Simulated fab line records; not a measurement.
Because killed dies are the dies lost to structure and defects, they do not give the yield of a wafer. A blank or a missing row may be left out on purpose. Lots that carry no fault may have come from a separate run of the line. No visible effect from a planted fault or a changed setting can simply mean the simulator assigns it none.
Which tool was responsible? ; flow sfq-line ; 14 lots with 42 wafers sampled at 5 steps, on a route of 325 steps

== WHAT EACH GAUGE READ, for each wafer ==
SFQ_L0V_OVL_MEAS_903.
lot;measured;on;L0V_OVL (nm)
L862;day 5 01:31;overlay-02;-8 -12 -4
L863;day 5 05:08;overlay-01;6 1 -1
L865;day 5 18:19;overlay-02;-7 -13 -9
L866;day 6 02:44;overlay-02;-4 -11 -5
L867;day 6 08:44;overlay-01;0 -2 0
L868;day 6 13:32;overlay-02;-4 5 -6
L869;day 6 18:20;overlay-02;-13 -5 -6
L870;day 7 05:52;overlay-01;-6 -4 -5
L872;day 9 07:38;overlay-01;-3 1 -3
L873;day 9 13:37;overlay-02;-6 -7 -3
L874;day 9 19:38;overlay-02;-13 -6 -2
L875;day 10 02:50;overlay-02;-6 -9 -2
L878;day 10 16:02;overlay-02;0 -6 0
L879;day 10 20:49;overlay-02;-4 -10 -6

SFQ_C5_OVL_MEAS_937.
lot;measured;on;C5_OVL (nm)
L862;day 61 08:07;overlay-02;0 -2 -2
L863;day 61 12:55;overlay-02;-9 -9 -14
L865;day 67 12:56;overlay-02;-8 -9 -11
L866;day 67 15:21;overlay-02;-7 -2 -4
L867;day 67 16:32;overlay-01;-15 -1 -11
L868;day 67 21:20;overlay-01;-8 3 -4
L869;day 67 22:32;overlay-01;9 -1 5
L870;day 68 09:46;overlay-01;-10 -16 0
L872;day 69 00:10;overlay-01;-3 3 -3
L873;day 70 09:46;overlay-01;0 0 0
L874;day 70 15:47;overlay-01;-6 -11 2
L875;day 70 20:13;overlay-01;-2 3 0
L878;day 71 02:13;overlay-02;2 2 8
L879;day 71 03:24;overlay-02;1 0 -3

== EACH LOT AND THE TOOL THAT RAN IT (in order: tool; ch and the chambers of the sampled wafers; start) ==
lot;SFQ_TRILAYER_I1_DEP_PECVD_045;SFQ_TRILAYER_I1_CMP_CMP_046;SFQ_TRILAYER_JJ_CE_STRIP_STRIP_120
L862;pecvd-04 ch 0,1,2, day 15 12:32;cmp-02 ch 0,1,3, day 16 01:19;rie-metal-04 ch 0,1, day 53 07:43
L863;pecvd-04 ch 0,2, day 15 21:02;cmp-02 ch 0,1, day 16 09:49;rie-metal-04 ch 0,1, day 53 08:55
L865;pecvd-04 ch 0,1,2, day 16 08:50;cmp-02 ch 0,1,2, day 16 22:19;rie-metal-01 ch 0,1, day 54 01:55
L866;pecvd-01 ch 0,1,2, day 16 18:31;cmp-01 ch 0,1,3, day 17 02:21;rie-metal-04 ch 0,1, day 54 04:31
L867;pecvd-03 ch 0,1,2, day 16 23:17;cmp-01 ch 1,3, day 17 04:21;rie-metal-01 ch 0,1, day 54 05:43
L868;pecvd-01 ch 0,2, day 18 05:34;cmp-01 ch 0,1,3, day 18 05:38;rie-metal-02 ch 0, day 54 07:55
L869;pecvd-03 ch 0,2, day 18 10:22;cmp-01 ch 0,1,3, day 18 10:26;rie-metal-04 ch 0,1, day 54 08:55
L870;pecvd-04 ch 0,1,2, day 18 20:00;cmp-01 ch 0,1,3, day 18 22:05;rie-metal-04 ch 0,1, day 54 12:43
L872;pecvd-04 ch 0,1, day 20 23:34;cmp-01 ch 1,2, day 21 02:02;rie-metal-02 ch 0, day 54 22:19
L873;pecvd-03 ch 0,1,2, day 21 11:34;cmp-02 ch 0,1,3, day 21 21:19;rie-metal-02 ch 0, day 57 01:55
L874;pecvd-01 ch 1,2, day 22 01:58;cmp-02 ch 1,2,3, day 22 06:47;rie-metal-02 ch 0, day 57 09:58
L875;pecvd-01 ch 0,2, day 22 10:23;cmp-01 ch 0,2,3, day 22 14:46;rie-metal-01 ch 0, day 57 12:13
L878;pecvd-01 ch 1,2, day 24 16:43;cmp-01 ch 0,2,3, day 24 18:35;rie-metal-02 ch 0, day 60 08:54
L879;pecvd-01 ch 0,1,2, day 25 00:10;cmp-01 ch 1,2,3, day 25 00:14;rie-metal-02 ch 0, day 60 13:18
- SFQ_TRILAYER_I1_DEP_PECVD_045: deposits SiO2 from SiH4/N2O, time 111.11 s, target thk 500 nm.
- SFQ_TRILAYER_I1_CMP_CMP_046: polishes SiO2.
- SFQ_TRILAYER_JJ_CE_STRIP_STRIP_120: strips in O2.

== AS READ BY THE TOOLS THEMSELVES (means over the sampled wafers that have a number; for cases with no such wafer, the mark the record gives instead) ==
SFQ_TRILAYER_I1_DEP_PECVD_045.
lot;tool;heater-power-outer-w (W);heater-power-w (W);rf-fwd-power-W (W);showerhead-vpp-V (V);throttle-valve-pct (%)
L862;pecvd-04;42;96;182.1;811;26.7
L863;pecvd-04;34;91;181.8;809;27.0
L865;pecvd-04;42;100;182.1;815;26.5
L866;pecvd-01;27;76;182.8;843;25.0
L867;pecvd-03;30;75;183.4;852;24.3
L868;pecvd-01;32;90;181.6;794;24.8
L869;pecvd-03;32;76;182.4;842;24.0
L870;pecvd-04;38;95;182.3;820;26.8
L872;pecvd-04;32;83;182.2;819;26.9
L873;pecvd-03;24;68;182.3;842;24.5
L874;pecvd-01;30;86;182.8;841;25.7
L875;pecvd-01;26;78;182.9;791;25.0
L878;pecvd-01;18;65;212.0;953;26.3
L879;pecvd-01;20;67;211.4;910;25.8

SFQ_TRILAYER_I1_CMP_CMP_046.
lot;tool;motor-current-A (A);platen-rpm (rpm);time-to-endpoint-s (s)
L862;cmp-02;10.5;59.97;210
L863;cmp-02;10.9;60.02;215
L865;cmp-02;10.0;60.00;211
L866;cmp-01;11.9;60.01;210
L867;cmp-01;11.7;60.01;216
L868;cmp-01;11.5;59.96;212
L869;cmp-01;11.9;60.02;209
L870;cmp-01;11.7;60.00;225
L872;cmp-01;10.5;60.01;214
L873;cmp-02;10.1;59.99;210
L874;cmp-02;10.0;59.97;223
L875;cmp-01;10.7;59.99;221
L878;cmp-01;11.0;59.98;235
L879;cmp-01;10.9;59.99;228

SFQ_TRILAYER_JJ_CE_STRIP_STRIP_120.
lot;tool;drypump-motor-current-A (A);he-backside-leak-sccm (sccm);oes-product-au (a.u.);platen-temp-c (C)
L862;rie-metal-04;5.2;3.64;1.013;40.00
L863;rie-metal-04;5.1;3.64;1.008;40.07
L865;rie-metal-01;5.7;3.63;1.002;39.95
L866;rie-metal-04;5.1;3.49;1.004;39.86
L867;rie-metal-01;5.7;3.53;0.991;40.05
L868;rie-metal-02;6.4;3.52;0.999;40.11
L869;rie-metal-04;5.1;3.56;1.007;40.03
L870;rie-metal-04;5.1;3.68;1.014;40.00
L872;rie-metal-02;6.4;3.49;1.005;39.98
L873;rie-metal-02;6.4;3.44;0.989;39.85
L874;rie-metal-02;6.4;3.45;0.990;39.96
L875;rie-metal-01;6.1;3.67;0.996;40.09
L878;rie-metal-02;6.4;3.50;1.003;39.97
L879;rie-metal-02;6.5;3.53;1.006;40.08

== THE ANSWER, worked out from the rows above alone ==
Rule: usual is defined by the lots themselves. The widest of any qualifying gaps counts: lots, ordered by their means at a reading, are off when they make up no more than a third of the lots, leave a main group of 4 or more, and stand apart from it by 3 or more times the standard deviation of that group's means. A main group whose means are all the same, to the digits that the tables above print for the reading, isn't used. Also off: a lot with no number at a reading for which 4 or more lots have one. The other lots that the step has rows for count as sound. First the gauges in route order, then the tools' own readings, where a lot's mean is used as printed above. The first step at which some lot is off is used, and at that step the reading that is off furthest; a lot without a number counts as furthest.
Off: L878, L879 (SFQ_TRILAYER_I1_DEP_PECVD_045, rf-fwd-power-W). Mean 182.4 W and standard deviation 0.48 in the main group.
If a tool, at that step or one of the process steps before it, ran each lot that is off and ran no sound lot following the first of them, it fits. One fits: pecvd-01 at SFQ_TRILAYER_I1_DEP_PECVD_045. Its last sound lot is L875 (day 22 10:23), its first lot that is off L878 (day 24 16:43): a fault that began between those two fits.
The tool's own readings at SFQ_TRILAYER_I1_DEP_PECVD_045 bear it out: on the lots that are off they differ by more than 5 times the standard deviation of the sound lots' means. rf-fwd-power-W reads 211.7 W there against 182.4 W on the sound lots; showerhead-vpp-V reads 932 V there against 823 V on the sound lots.

== WHAT WAS PUT IN BY THE SIMULATOR ==
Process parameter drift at SFQ_TRILAYER_I1_DEP_PECVD_045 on pecvd-01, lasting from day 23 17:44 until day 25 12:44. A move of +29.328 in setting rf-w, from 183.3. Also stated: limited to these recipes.
Shown lots that were struck: L878, L879. The rule above reached the same finding.
